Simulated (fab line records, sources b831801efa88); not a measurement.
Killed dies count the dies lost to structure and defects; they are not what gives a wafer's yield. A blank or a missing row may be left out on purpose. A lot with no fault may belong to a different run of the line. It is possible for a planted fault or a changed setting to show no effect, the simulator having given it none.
fab line records + flow sky130
record
- lots=7
- wafers=21
- last-day=49
route steps=708 shown VIA1@467 METAL2@483 PAD_OPEN@708
lots with no fault: from the same line, run without faults
start-h: start of the lot's first displayed wafer, in hours after the record's first day + wait-h: hours from the lot's prior step to this one + " the same as in the row above + L1.1+2: a single row standing in for several wafers + - either no value or no given start + * or withheld: withheld + < > ~ a bound
route shown NAME@n: a module of which the file shows steps, and the number in the route of the first + usual: the fault-free wafers' mean and standard deviation + same: alike in all rows + chamber/n: place in a boat + sites: each site's reading + _std_site: their standard deviation + _edge_site: inner sites' mean taken away from outer sites' mean + radius-mm: for every site, how far away it sits from the centre of the wafer + mask NAME#n: copy n + behind: the last tool/chamber to shape the wafer + hold: why the lot went on hold/how many hours it stayed there/how the hold came to an end + device: the transistor (n, p or np) that didn't switch + end of line: the same wafers' tests at the end of the route + a step given without rows: its recipe and nothing more + killed: at the first sort, the dies lost to defects and structure; wafer yield is something else + map: dies across one wafer; x = killed, . = not, _ = none there
set.NAME: the run value of the setting; set.NAME@STEP: its run value at that earlier step + model.NAME: the simulator's own value behind a step, which no gauge read
lots at some steps of the route; a table a step, a row a wafer
services: the hour from which a tool's chamber was out of use, counted from the record's first day as start-h (under 0 if before that day), plus the number of hours and why
## steps
# step SKY_VIA1_EXPOSE_09
# recipe
- mask-id=VIM
- na=0.8
- source-shape=annular
- sigma-inner=0.55
- sigma-outer=0.85
- target-cd-nm=150
- dose-mj=38
# step SKY_VIA1_PEB_10
# recipe
- peb-temp-c=withheld
- peb-time-s=withheld
- resist=KrF-thick
# step SKY_VIA1_DEVELOP_11
# recipe
- develop-time-s=60
- resist=KrF-thick
- dev-temp-c=21
# step SKY_VIA1_CD_MEAS_12
# recipe
- target-cd-nm=150
# usual
- cd-nm=150.5/2
| lot.wafer | tool      | chamber | start-h | wait-h | cd-nm |
|-----------|-----------|---------|---------|--------|-------|
| L727.1    | cd-sem-02 | -       | 845.13  | -      | 149.5 |
| L727.3    | "         | -       | "       | "      | 149.9 |
| L727.5    | "         | -       | "       | "      | 149.9 |
| L729.1    | cd-sem-01 | -       | 860.72  | -      | 151.3 |
| L729.2    | "         | -       | "       | "      | 152.2 |
| L729.5    | "         | -       | "       | "      | 152.5 |
| L733.1    | cd-sem-02 | -       | 879.43  | -      | 150.5 |
| L733.2    | "         | -       | "       | "      | 149.0 |
| L733.5    | "         | -       | "       | "      | 150.1 |
| L736.1    | cd-sem-02 | -       | 906.52  | -      | 151.9 |
| L736.2    | "         | -       | "       | "      | 153.6 |
| L736.4    | "         | -       | "       | "      | 151.6 |
| L737.3    | cd-sem-01 | -       | 920.26  | -      | 148.5 |
| L737.5    | "         | -       | "       | "      | 151.0 |
| L737.6    | "         | -       | "       | "      | 149.7 |
| L739.2    | cd-sem-01 | -       | 930.65  | -      | 150.7 |
| L739.3    | "         | -       | "       | "      | 152.6 |
| L739.5    | "         | -       | "       | "      | 150.1 |
| L738.1    | cd-sem-01 | -       | 933.62  | -      | 153.7 |
| L738.4    | "         | -       | "       | "      | 153.8 |
| L738.6    | "         | -       | "       | "      | 154.9 |
# step SKY_VIA1_OVL_MEAS_13
# usual
- VIA1_OVL=1/6.3
| lot.wafer | tool       | chamber | start-h | wait-h | VIA1_OVL[nm] |
|-----------|------------|---------|---------|--------|--------------|
| L727.1    | overlay-02 | -       | 845.25  | 0.1    | -2           |
| L727.3    | "          | -       | "       | "      | -1           |
| L727.5    | "          | -       | "       | "      | 10           |
| L729.1    | overlay-02 | -       | 860.84  | 0.1    | 5            |
| L729.2    | "          | -       | "       | "      | 7            |
| L729.5    | "          | -       | "       | "      | 10           |
| L733.1    | overlay-01 | -       | 879.55  | 0.1    | 2            |
| L733.2    | "          | -       | "       | "      | 1            |
| L733.5    | "          | -       | "       | "      | 7            |
| L736.1    | overlay-01 | -       | 906.64  | 0.1    | -4           |
| L736.2    | "          | -       | "       | "      | -4           |
| L736.4    | "          | -       | "       | "      | -8           |
| L737.3    | overlay-01 | -       | 920.36  | 0.1    | -13          |
| L737.5    | "          | -       | "       | "      | -9           |
| L737.6    | "          | -       | "       | "      | 1            |
| L739.2    | overlay-01 | -       | 930.76  | 0.1    | 7            |
| L739.3    | "          | -       | "       | "      | 12           |
| L739.5    | "          | -       | "       | "      | 11           |
| L738.1    | overlay-02 | -       | 933.74  | 0.1    | -3           |
| L738.4    | "          | -       | "       | "      | -2           |
| L738.6    | "          | -       | "       | "      | 2            |
# step SKY_VIA1_ETCH_14
# recipe
- chemistry=N2/H2
- target=BARC
- ion-energy-ev=200
- source-w=500
- bias-w=100
- pressure-mtorr=30
- n2-flow-sccm=100
- h2-flow-sccm=200
- stop-on=SiO2
- time-s=45.9
- target-depth-a=600
# usual
- drypump-motor-current-A=5.7/0.3
- h2-flow-sccm=200.0/0.63
- oes-product-au=0.855/0.0042
- throttle-valve-pct=13.225/0.0085
| lot.wafer | tool        | chamber | start-h | wait-h | drypump-motor-current-A | h2-flow-sccm | oes-product-au | rf-hours-counter-h | throttle-valve-pct |
|-----------|-------------|---------|---------|--------|-------------------------|--------------|----------------|--------------------|--------------------|
| L727.1    | rie-diel-01 | 0       | 845.29  | 0.0    | 5.8                     | 201.2        | 0.853          | 6                  | 13.229             |
| L727.3    | "           | 3       | "       | "      | 6.4                     | 201.4        | 0.855          | 15                 | 13.231             |
| L727.5    | "           | 2       | "       | "      | 5.2                     | 199.8        | 0.851          | -                  | 13.206             |
| L729.1    | rie-diel-01 | 2       | 860.88  | 0.0    | 5.2                     | 200.2        | 0.851          | 1                  | 13.228             |
| L729.2    | "           | 0       | "       | "      | 5.8                     | 198.9        | 0.853          | 6                  | 13.213             |
| L729.5    | "           | 3       | "       | "      | 6.4                     | 200.7        | 0.848          | -                  | 13.220             |
| L733.1    | rie-diel-01 | 1       | 879.59  | 0.0    | 5.7                     | 200.4        | 0.853          | 25                 | 13.232             |
| L733.2    | "           | 0       | "       | "      | 5.8                     | 199.5        | 0.862          | 7                  | 13.227             |
| L733.5    | "           | 1       | "       | "      | 5.7                     | 200.5        | 0.861          | -                  | 13.218             |
| L736.1    | rie-diel-01 | 3       | 906.68  | 0.0    | 6.3                     | 200.1        | 0.848          | 17                 | 13.223             |
| L736.2    | "           | 2       | "       | "      | 5.2                     | 199.8        | 0.859          | 3                  | 13.227             |
| L736.4    | "           | 3       | "       | "      | 6.3                     | 200.2        | 0.849          | -                  | 13.212             |
| L737.3    | rie-diel-04 | 1       | 920.38  | 0.0    | 5.8                     | 200.1        | 0.858          | 13                 | 13.230             |
| L737.5    | "           | 0       | "       | "      | 5.8                     | 198.5        | 0.855          | -                  | 13.216             |
| L737.6    | "           | 2       | "       | "      | 6.0                     | 199.4        | 0.849          | -                  | 13.218             |
| L739.2    | rie-diel-01 | 2       | 930.79  | 0.0    | 5.3                     | 200.9        | 0.852          | 4                  | 13.213             |
| L739.3    | "           | 3       | "       | "      | 6.4                     | 200.1        | 0.861          | 18                 | 13.221             |
| L739.5    | "           | 0       | "       | "      | 5.8                     | 201.5        | 0.854          | -                  | 13.234             |
| L738.1    | rie-diel-01 | 2       | 933.78  | 0.0    | 5.2                     | 199.1        | 0.852          | 4                  | 13.222             |
| L738.4    | "           | 0       | "       | "      | 5.8                     | 198.8        | 0.853          | 8                  | 13.211             |
| L738.6    | "           | 3       | "       | "      | 6.3                     | 199.7        | 0.861          | -                  | 13.221             |
# step SKY_VIA1_ETCH_15
# recipe
- target=SiO2
- chemistry=C4F8/O2/Ar
- target-depth-nm=351
- stop-on=TiN
- mask-material=KrF-thick
- source-w=1500
- bias-w=1200
- pressure-mtorr=40
- c4f8-flow-sccm=withheld
- O2_flow_sccm=6
- Ar_flow_sccm=300
- time-s=54
# usual
- oes-product-au=0.982/0.0063
| lot.wafer | tool        | chamber | start-h | wait-h | oes-product-au | rf-hours-counter-h |
|-----------|-------------|---------|---------|--------|----------------|--------------------|
| L727.1    | rie-diel-01 | 0       | 845.33  | 0.0    | 0.963          | 6                  |
| L727.3    | "           | 3       | "       | "      | 0.979          | 15                 |
| L727.5    | "           | 2       | "       | "      | 0.978          | -                  |
| L729.1    | rie-diel-01 | 2       | 860.92  | 0.0    | 0.980          | 1                  |
| L729.2    | "           | 0       | "       | "      | 0.979          | 6                  |
| L729.5    | "           | 3       | "       | "      | 0.981          | -                  |
| L733.1    | rie-diel-01 | 1       | 879.63  | 0.0    | 0.975          | 25                 |
| L733.2    | "           | 0       | "       | "      | 0.983          | 7                  |
| L733.5    | "           | 1       | "       | "      | 0.982          | -                  |
| L736.1    | rie-diel-01 | 3       | 906.72  | 0.0    | 0.983          | 17                 |
| L736.2    | "           | 2       | "       | "      | 0.979          | 3                  |
| L736.4    | "           | 3       | "       | "      | 0.977          | -                  |
| L737.3    | rie-diel-04 | 1       | 920.42  | 0.0    | 0.991          | 13                 |
| L737.5    | "           | 0       | "       | "      | 0.977          | -                  |
| L737.6    | "           | 2       | "       | "      | 0.986          | -                  |
| L739.2    | rie-diel-01 | 2       | 930.83  | 0.0    | 0.978          | 4                  |
| L739.3    | "           | 3       | "       | "      | 0.976          | 18                 |
| L739.5    | "           | 0       | "       | "      | 0.979          | -                  |
| L738.1    | rie-diel-01 | 2       | 933.82  | 0.0    | 0.986          | 4                  |
| L738.4    | "           | 0       | "       | "      | 0.973          | 8                  |
| L738.6    | "           | 3       | "       | "      | 0.970          | -                  |
# step SKY_VIA1_STRIP_16
# recipe
- chemistry=O2/N2
- power-w=1400
- pressure-mtorr=1500
- platen-temp-c=withheld
- o2-flow-sccm=3000
- n2-flow-sccm=300
- overash-fraction=0.5
# usual
- drypump-motor-current-A=5.8/0.45
- oes-product-au=0.415/0.0045
- strip-time-to-endpoint-s=4.462/0.021
| lot.wafer | tool            | chamber | start-h | wait-h | drypump-motor-current-A | oes-product-au | rf-hours-counter-h | strip-time-to-endpoint-s |
|-----------|-----------------|---------|---------|--------|-------------------------|----------------|--------------------|--------------------------|
| L727.1    | plasma-asher-04 | 0       | 845.38  | 0.0    | 6.4                     | 0.410          | 103                | 4.500                    |
| L727.3    | "               | 1       | "       | "      | 5.5                     | 0.425          | -                  | 4.485                    |
| L727.5    | "               | 0       | "       | "      | 6.4                     | 0.417          | -                  | 4.452                    |
| L729.1    | plasma-asher-03 | 0       | 860.97  | 0.0    | 5.6                     | 0.413          | 11                 | 4.455                    |
| L729.2    | "               | 1       | "       | "      | 5.8                     | 0.417          | 11                 | 4.496                    |
| L729.5    | "               | 0       | "       | "      | 5.6                     | 0.409          | -                  | 4.453                    |
| L733.1    | plasma-asher-04 | 1       | 879.68  | 0.0    | 5.5                     | 0.425          | 107                | 4.429                    |
| L733.2    | "               | 0       | "       | "      | 6.4                     | 0.411          | 107                | 4.488                    |
| L733.5    | "               | 0       | "       | "      | 6.4                     | 0.418          | -                  | 4.436                    |
| L736.1    | plasma-asher-02 | 0       | 906.77  | 0.0    | 5.1                     | 0.415          | 75                 | 4.445                    |
| L736.2    | "               | 1       | "       | "      | 5.8                     | 0.416          | 75                 | 4.456                    |
| L736.4    | "               | 1       | "       | "      | 5.8                     | 0.414          | -                  | 4.444                    |
| L737.3    | plasma-asher-04 | 0       | 920.50  | 0.1    | 6.4                     | 0.423          | -                  | 4.469                    |
| L737.5    | "               | 1       | "       | "      | 5.5                     | 0.421          | -                  | 4.414                    |
| L737.6    | "               | 0       | "       | "      | 6.4                     | 0.408          | -                  | 4.457                    |
| L739.2    | plasma-asher-04 | 1       | 930.88  | 0.0    | 5.5                     | 0.411          | 112                | 4.476                    |
| L739.3    | "               | 0       | "       | "      | 6.4                     | 0.408          | -                  | 4.463                    |
| L739.5    | "               | 1       | "       | "      | 5.5                     | 0.418          | -                  | 4.455                    |
| L738.1    | plasma-asher-04 | 0       | 933.87  | 0.0    | 6.4                     | 0.414          | 112                | 4.438                    |
| L738.4    | "               | 0       | "       | "      | 6.4                     | 0.416          | -                  | 4.463                    |
| L738.6    | "               | 0       | "       | "      | 6.4                     | 0.421          | -                  | 4.471                    |
# step SKY_VIA1_STRIP_17
# recipe
- chemistry=post-etch-residue-remover
- time-s=1200
- temp-c=72.5
# step SKY_VIA1_CLEAN_18
# recipe
- chemistry=IPA
- time-s=180
- temp-c=25
# step SKY_VIA1_CLEAN_19
# recipe
- chemistry=O3/DIW
- dry=n2-spin
# step SKY_VIA1_SPUTTER_20
# recipe
- material=TiN
- target-thk-nm=20
- chamber-pressure-pa=5
- power-w=4000
- time-s=80
# usual
- throttle-valve-pct=29.6/1
| lot.wafer | tool           | chamber | start-h | wait-h | throttle-valve-pct |
|-----------|----------------|---------|---------|--------|--------------------|
| L727.1    | pvd-sputter-03 | -       | 845.97  | 0.0    | 28.1               |
| L727.3    | "              | -       | "       | "      | 28.5               |
| L727.5    | "              | -       | "       | "      | 30.4               |
| L729.1    | pvd-sputter-02 | -       | 861.56  | 0.0    | 29.8               |
| L729.2    | "              | -       | "       | "      | 31.1               |
| L729.5    | "              | -       | "       | "      | 30.1               |
| L733.1    | pvd-sputter-02 | -       | 880.27  | 0.0    | 29.0               |
| L733.2    | "              | -       | "       | "      | 31.1               |
| L733.5    | "              | -       | "       | "      | 28.6               |
| L736.1    | pvd-sputter-01 | -       | 907.37  | 0.0    | 29.4               |
| L736.2    | "              | -       | "       | "      | 28.0               |
| L736.4    | "              | -       | "       | "      | 30.3               |
| L737.3    | pvd-sputter-03 | -       | 921.16  | 0.0    | 30.5               |
| L737.5    | "              | -       | "       | "      | 30.4               |
| L737.6    | "              | -       | "       | "      | 28.4               |
| L739.2    | pvd-sputter-03 | -       | 931.48  | 0.0    | 27.8               |
| L739.3    | "              | -       | "       | "      | 30.8               |
| L739.5    | "              | -       | "       | "      | 28.8               |
| L738.1    | pvd-sputter-01 | -       | 934.46  | 0.0    | 29.8               |
| L738.4    | "              | -       | "       | "      | 28.1               |
| L738.6    | "              | -       | "       | "      | 29.7               |
# step SKY_VIA1_CVD_21
# recipe
- material=W
- target-thk-nm=270
- time-s=80.902
- temp-c=400
- pressure-torr=40
# usual
- heater-power-w=845/89
| lot.wafer | tool     | chamber | start-h | wait-h | heater-power-w | model.W_of_VIA1_CVD_21.thk-nm |
|-----------|----------|---------|---------|--------|----------------|-------------------------------|
| L727.1    | cvd-w-02 | 1       | 846.03  | 0.0    | 766            | 265.7                         |
| L727.3    | "        | 1       | "       | "      | 760            | 264.2                         |
| L727.5    | "        | 0       | "       | "      | 945            | 266.5                         |
| L729.1    | cvd-w-01 | 0       | 861.62  | 0.0    | 983            | 270.7                         |
| L729.2    | "        | 1       | "       | "      | 750            | 270.1                         |
| L729.5    | "        | 0       | "       | "      | 964            | 272.7                         |
| L733.1    | cvd-w-02 | 0       | 880.33  | 0.0    | 941            | 270.7                         |
| L733.2    | "        | 1       | "       | "      | 765            | 269.8                         |
| L733.5    | "        | 1       | "       | "      | 743            | 271.5                         |
| L736.1    | cvd-w-02 | 1       | 907.44  | 0.0    | 765            | 268.3                         |
| L736.2    | "        | 0       | "       | "      | 924            | 413.5                         |
| L736.4    | "        | 0       | "       | "      | 951            | 412.9                         |
| L737.3    | cvd-w-01 | 0       | 921.25  | 0.1    | 922            | 272.6                         |
| L737.5    | "        | 1       | "       | "      | 740            | 265.2                         |
| L737.6    | "        | 0       | "       | "      | 942            | 269                           |
| L739.2    | cvd-w-02 | 0       | 931.54  | 0.0    | 908            | 411                           |
| L739.3    | "        | 1       | "       | "      | 745            | 271.1                         |
| L739.5    | "        | 1       | "       | "      | 762            | 269                           |
| L738.1    | cvd-w-02 | 0       | 934.52  | 0.0    | 927            | 409.7                         |
| L738.4    | "        | 0       | "       | "      | 916            | 410.7                         |
| L738.6    | "        | 0       | "       | "      | 923            | 409.4                         |
# step SKY_VIA1_RS_MEAS_22
# recipe
- thk-meas-gauge=four-point-probe
- reads=W_of_VIA1_CVD_21+TiN_of_VIA1_SPUTTER_20
# usual
- VIA1_W_RS=0.426/0.0066
| lot.wafer | tool          | chamber | start-h | wait-h | VIA1_W_RS[ohm/sq] |
|-----------|---------------|---------|---------|--------|-------------------|
| L727.1    | film-metro-01 | -       | 846.12  | 0.1    | 0.434             |
| L727.3    | "             | -       | "       | "      | 0.436             |
| L727.5    | "             | -       | "       | "      | 0.433             |
| L729.1    | film-metro-01 | -       | 861.71  | 0.1    | 0.426             |
| L729.2    | "             | -       | "       | "      | 0.427             |
| L729.5    | "             | -       | "       | "      | 0.422             |
| L733.1    | film-metro-02 | -       | 880.42  | 0.1    | 0.426             |
| L733.2    | "             | -       | "       | "      | 0.426             |
| L733.5    | "             | -       | "       | "      | 0.424             |
| L736.1    | film-metro-03 | -       | 907.53  | 0.1    | 0.430             |
| L736.2    | "             | -       | "       | "      | 0.277             |
| L736.4    | "             | -       | "       | "      | 0.277             |
| L737.3    | film-metro-01 | -       | 921.36  | 0.1    | 0.422             |
| L737.5    | "             | -       | "       | "      | 0.433             |
| L737.6    | "             | -       | "       | "      | 0.428             |
| L739.2    | film-metro-01 | -       | 931.66  | 0.1    | 0.279             |
| L739.3    | "             | -       | "       | "      | 0.426             |
| L739.5    | "             | -       | "       | "      | 0.430             |
| L738.1    | film-metro-03 | -       | 934.61  | 0.1    | 0.280             |
| L738.4    | "             | -       | "       | "      | 0.279             |
| L738.6    | "             | -       | "       | "      | 0.280             |
# step SKY_VIA1_THK_MEAS_23
# recipe
- thk-meas-gauge=xrf
- reads=W_of_VIA1_CVD_21
# usual
- VIA1_W_THK=265/4.7
| lot.wafer | tool          | chamber | start-h | wait-h | VIA1_W_THK[nm] |
|-----------|---------------|---------|---------|--------|----------------|
| L727.1    | film-metro-01 | -       | 846.24  | 0.1    | 261            |
| L727.3    | "             | -       | "       | "      | 259            |
| L727.5    | "             | -       | "       | "      | 262            |
| L729.1    | film-metro-01 | -       | 861.83  | 0.1    | 267            |
| L729.2    | "             | -       | "       | "      | 265            |
| L729.5    | "             | -       | "       | "      | 268            |
| L733.1    | film-metro-02 | -       | 880.54  | 0.1    | 267            |
| L733.2    | "             | -       | "       | "      | 265            |
| L733.5    | "             | -       | "       | "      | 267            |
| L736.1    | film-metro-03 | -       | 907.65  | 0.1    | 261            |
| L736.2    | "             | -       | "       | "      | 396            |
| L736.4    | "             | -       | "       | "      | 395            |
| L737.3    | film-metro-01 | -       | 921.46  | 0.1    | 267            |
| L737.5    | "             | -       | "       | "      | 260            |
| L737.6    | "             | -       | "       | "      | 264            |
| L739.2    | film-metro-01 | -       | 931.77  | 0.1    | 400            |
| L739.3    | "             | -       | "       | "      | 267            |
| L739.5    | "             | -       | "       | "      | 264            |
| L738.1    | film-metro-03 | -       | 934.73  | 0.1    | 392            |
| L738.4    | "             | -       | "       | "      | 390            |
| L738.6    | "             | -       | "       | "      | 392            |
# step SKY_VIA1_CMP_24
# recipe
- stop-on=SiO2
- t-overpolish-s=15
- down-force-psi=3.5
- platen-rpm=60
- target-thk-nm=0
- pad-velocity-m-s=0.94248
# usual
- motor-current-A=11.7/1.4
- time-to-endpoint-s=65/3.2
| lot.wafer | tool   | chamber | start-h | wait-h | motor-current-A | time-to-endpoint-s |
|-----------|--------|---------|---------|--------|-----------------|--------------------|
| L727.1    | cmp-02 | 3       | 846.40  | 0.1    | 10.2            | 64                 |
| L727.3    | "      | 0       | "       | "      | 9.7             | 62                 |
| L727.5    | "      | 2       | "       | "      | 11.0            | 65                 |
| L729.1    | cmp-02 | 1       | 861.89  | 0.1    | 11.8            | 60                 |
| L729.2    | "      | 0       | "       | "      | 9.8             | 60                 |
| L729.5    | "      | 1       | "       | "      | 12.3            | 64                 |
| L733.1    | cmp-02 | 1       | 880.60  | 0.1    | 11.5            | 62                 |
| L733.2    | "      | 3       | "       | "      | 9.8             | 61                 |
| L733.5    | "      | 1       | "       | "      | 11.3            | 62                 |
| L736.2    | cmp-01 | 1       | 907.71  | 0.0    | 13.2            | 103                |
| L736.1    | "      | 3       | "       | "      | 14.6            | 69                 |
| L736.4    | "      | 0       | "       | "      | 11.1            | 104                |
| L737.3    | cmp-01 | 3       | 921.65  | 0.2    | 13.8            | 67                 |
| L737.5    | "      | 0       | "       | "      | 10.9            | 66                 |
| L737.6    | "      | 1       | "       | "      | 13.8            | 66                 |
| L739.3    | cmp-02 | 1       | 931.82  | 0.0    | 11.5            | 62                 |
| L739.2    | "      | 2       | "       | "      | 10.5            | 99                 |
| L739.5    | "      | 1       | "       | "      | 11.3            | 65                 |
| L738.4    | cmp-01 | 3       | 934.79  | 0.0    | 13.0            | 99                 |
| L738.1    | "      | 0       | "       | "      | 11.1            | 102                |
| L738.6    | "      | 0       | "       | "      | 9.9             | 100                |
# step SKY_METAL2_SPUTTER_00
# recipe
- material=Ti
- target-thk-nm=15
- power-w=3000
- time-s=10
- chamber-pressure-pa=0.4
# usual
- throttle-valve-pct=30.1/0.92
| lot.wafer | tool           | chamber | start-h | wait-h | throttle-valve-pct |
|-----------|----------------|---------|---------|--------|--------------------|
| L727.1    | pvd-sputter-02 | -       | 846.60  | 0.1    | 31.2               |
| L727.3    | "              | -       | "       | "      | 29.9               |
| L727.5    | "              | -       | "       | "      | 28.9               |
| L729.1    | pvd-sputter-04 | -       | 862.19  | 0.2    | 31.1               |
| L729.2    | "              | -       | "       | "      | 29.7               |
| L729.5    | "              | -       | "       | "      | 31.3               |
| L733.1    | pvd-sputter-01 | -       | 880.90  | 0.2    | 27.8               |
| L733.2    | "              | -       | "       | "      | 29.8               |
| L733.5    | "              | -       | "       | "      | 30.2               |
| L736.1    | pvd-sputter-01 | -       | 908.01  | 0.1    | 30.3               |
| L736.2    | "              | -       | "       | "      | 29.8               |
| L736.4    | "              | -       | "       | "      | 29.6               |
| L737.3    | pvd-sputter-04 | -       | 921.80  | 0.1    | 30.2               |
| L737.5    | "              | -       | "       | "      | 30.4               |
| L737.6    | "              | -       | "       | "      | 31.2               |
| L739.2    | pvd-sputter-01 | -       | 932.12  | 0.2    | 30.3               |
| L739.3    | "              | -       | "       | "      | 28.4               |
| L739.5    | "              | -       | "       | "      | 29.4               |
| L738.1    | pvd-sputter-02 | -       | 935.09  | 0.2    | 28.9               |
| L738.4    | "              | -       | "       | "      | 30.4               |
| L738.6    | "              | -       | "       | "      | 31.2               |
# step SKY_PAD_OPEN_PROBE_99
# usual
- defect-limited-yield=82.6/1.8
- killed_at_M0_to_M3=43/7
- killed_at_M4_up=3.4/1.9
- killed-at-contacts=24/5.4
- killed-at-front-end=15/4.4
- killed-at-other=0.4/0.63
- killed-dies=86/9.1
- killed-open=46/6.6
- killed-short=39/6.6
- sort_bin_3_pad_short=0.9/0.46
- sort_bin_5_function=10.3/1.4
- sort_bin_6_memory=6.2/1.1
- sort-n-pass=406/9.1
- sort-yield-pct=82.6/1.8
# same
- gross-dies=492
- killed-at-back-side=0
- sort_bin_4_leakage[%]=0
- sort_bin_8_speed[%]=0
| lot.wafer | tool      | chamber | start-h | wait-h | defect-limited-yield[%] | killed_at_M0_to_M3 | killed_at_M4_up | killed-at-contacts | killed-at-front-end | killed-at-other | killed-dies | killed-open | killed-short | sort_bin_3_pad_short[%] | sort_bin_5_function[%] | sort_bin_6_memory[%] | sort-n-pass | sort-yield-pct[%] |
|-----------|-----------|---------|---------|--------|-------------------------|--------------------|-----------------|--------------------|---------------------|-----------------|-------------|-------------|--------------|-------------------------|------------------------|----------------------|-------------|-------------------|
| L733.1    | prober-01 | -       | 1143.02 | 0.1    | 83.1                    | 37                 | 5               | 23                 | 18                  | 0               | 83          | 45          | 38           | 2.2                     | 10.0                   | 4.7                  | 409         | 83.1              |
| L733.2    | prober-01 | -       | 1143.07 | 0.1    | 84.1                    | 35                 | 5               | 20                 | 17                  | 1               | 78          | 34          | 44           | 0.6                     | 10.2                   | 5.1                  | 414         | 84.1              |
| L733.5    | prober-01 | -       | 1143.22 | 0.2    | 83.9                    | 42                 | 2               | 19                 | 16                  | 0               | 79          | 35          | 44           | 0.4                     | 7.9                    | 7.7                  | 413         | 83.9              |
# killed by level:class
L733.1 VIA1:geometric-particle:open=13 CONTACT:geometric-particle:open=8 POLY_GATE:geometric-particle:short=5 LOCAL_INTERCONNECT:geometric-particle:short=5 CONTACT:geometric-particle:short=5 METAL1:geometric-particle:short=5 FIELD_ISO:geometric-particle:open=4 VIA3:geometric-particle:open=4
L733.2 FIELD_ISO:geometric-particle:short=8 VIA1:geometric-particle:open=8 VIA1:geometric-particle:short=7 VIA2:geometric-particle:open=6 LI_CONTACT:geometric-particle:open=6 CONTACT:geometric-particle:open=5 LI_CONTACT:geometric-particle:short=4 METAL1:geometric-particle:short=4
L733.5 VIA3:geometric-particle:open=10 METAL2:geometric-particle:short=8 CONTACT:geometric-particle:open=7 METAL1:geometric-particle:short=7 POLY_GATE:geometric-particle:short=5 CONTACT:geometric-particle:short=5 VIA1:geometric-particle:open=5 FIELD_ISO:geometric-particle:short=4
## services
| tool            | chamber | start-h | hours | kind                           |
|-----------------|---------|---------|-------|--------------------------------|
| cvd-w-01        | -       | 822.85  | 1.1   | repair                         |
| cmp-01          | -       | 834.26  | 2.6   | repair                         |
| rie-diel-04     | 2       | 837.10  | -     | clean                          |
| plasma-asher-03 | -       | 849.81  | 5.9   | repair                         |
| pvd-sputter-02  | -       | 850.08  | 5.0   | repair                         |
| rie-diel-04     | 2       | 860.65  | 4.4   | repair                         |
| rie-diel-01     | 2       | 861.69  | 7.3   | repair                         |
| cmp-02          | -       | 868.94  | 3.0   | repair                         |
| rie-diel-01     | 3       | 877.50  | 3.4   | repair                         |
| rie-diel-01     | 0       | 880.94  | 4.4   | repair                         |
| cvd-w-01        | -       | 881.53  | 6.9   | pm                             |
| cmp-02          | -       | 888.41  | 8.2   | pm                             |
| cmp-01          | -       | 893.89  | 1.3   | repair                         |
| rie-diel-01     | 1       | 897.41  | 4.1   | repair                         |
| cvd-w-01        | -       | 904.00  | 14.0  | pm                             |
| rie-diel-01     | 0       | 904.63  | 20.5  | repair                         |
| pvd-sputter-01  | -       | 911.04  | 14.2  | repair                         |
| plasma-asher-02 | -       | 912.70  | 3.1   | repair                         |
| rie-diel-04     | 3       | 912.71  | 7.0   | repair                         |
| plasma-asher-03 | -       | 916.36  | 0.9   | repair                         |
| cmp-02          | -       | 919.52  | 4.0   | pm                             |
| rie-diel-04     | 3       | 920.05  | 5.9   | repair                         |
| cmp-02          | -       | 923.52  | -     | consumable-replace:conditioner |
| cmp-02          | -       | 923.52  | -     | consumable-replace:pad         |
## key
first-sign
- step=SKY_VIA1_RS_MEAS_22
- reading=VIA1_W_RS
- direction=down
- sigmas=22
- usual=0.426
- struck=0.279
effect
- step=SKY_VIA1_THK_MEAS_23
- reading=VIA1_W_THK
- direction=up
- sigmas=28
- usual=265
- struck=394
effect
- step=SKY_VIA1_CMP_24
- reading=time-to-endpoint-s
- direction=up
- sigmas=11
- usual=*
- struck=*
model-effect
- step=SKY_VIA1_CVD_21
- value=W_of_VIA1_CVD_21.thk-nm
- without=271.2
- struck=411.2
met-at SKY_VIA1_CVD_21
struck-wafers L736.2,L736.4,L738.1,L738.4,L738.6,L739.2
onset-between 880.33 907.44
fault
- kind=process-parameter-drift
- tool=cvd-w-02
- chamber=0
- onset-h=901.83
- steps=SKY_VIA1_CVD_21
- channel=target-thk-nm
- offset=140.58
- shape=step
- end-h=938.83
- acts-in=these-recipes-only
- stated=270
